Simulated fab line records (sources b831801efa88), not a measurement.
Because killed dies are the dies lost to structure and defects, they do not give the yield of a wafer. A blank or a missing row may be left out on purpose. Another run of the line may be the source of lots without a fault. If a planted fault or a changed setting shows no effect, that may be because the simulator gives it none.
The same fault as seen by 2 desks    flow gf180mcu    only its own numbers are on each desk; what lay behind them is given at the end

## AT THE METROLOGY DESK
Means of the sampled wafers that have a number, per lot and without regard to the tool the lot ran on: this is what the gauges read. A lot is out of limits, marked OUT, if its mean lies more than 4 standard deviations from the usual mean; the brackets give that distance.
Columns: A = HV_LDD_02_OVL at GF_HV_LDD_OVL_MEAS_32, usual -0.3 nm
lot   first seen here  A
L354  day 12 05:23     -0.3
L356  day 12 18:39     0.6
L357  day 13 00:03     -0.8
L360  day 13 17:46     -0.7
L361  day 14 08:25     -1.7
L362  day 14 14:20     0.4
L363  day 14 17:39     -2.4
L364  day 15 05:05     -1.4
L366  day 15 20:15     0.1
L367  day 16 02:43     -1.3
L368  day 16 08:51     2.0
L376  day 19 01:59     -0.9
Result from this desk: across the 12 lots, nothing is out of limits.

## DESK OF THE TOOL OWNER: litho-track-01
The tool's own readings at GF_HV_LDD_COAT_41 (resist thk 1000 nm): means of the sampled wafers that have a number, for each lot that ran on this tool. A lot is out of limits, marked OUT, if its mean lies more than 4 standard deviations from the usual mean; the brackets give that distance.
Columns: A = spin-speed-rpm at GF_HV_LDD_COAT_41, usual 2999.9 rpm
lot   first seen here  A
L356  day 13 05:03     2998.7
L357  day 13 10:36     3002.4
L361  day 14 19:22     3001.8
L364  day 15 16:31     3000.2
L367  day 16 14:40     3177.5 (+81) OUT
L368  day 16 20:12     3177.0 (+80) OUT
This desk's finding: out of limits on L367, L368; first on L367, day 16 14:40 (spin-speed-rpm at GF_HV_LDD_COAT_41). L356, L357, L361, L364: within limits.

## PUT TOGETHER
An alarm could have come from the tool owner's desk at day 16 14:40, on L367, L368.
From the metrology desk's view, nothing was out of limits.
The metrology desk holds a record of L367, L368, inside its limits.
The lots listed all ran GF_HV_LDD_COAT_41 on litho-track-01.

## WHAT THE SIMULATOR HAD INSERTED
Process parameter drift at GF_HV_LDD_COAT_41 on litho-track-01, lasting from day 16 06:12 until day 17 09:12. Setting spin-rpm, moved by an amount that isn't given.
Shown lots that were struck: L367, L368.
Hours from the fault's start to each desk's first reading out of limits: the tool owner's desk, 8.
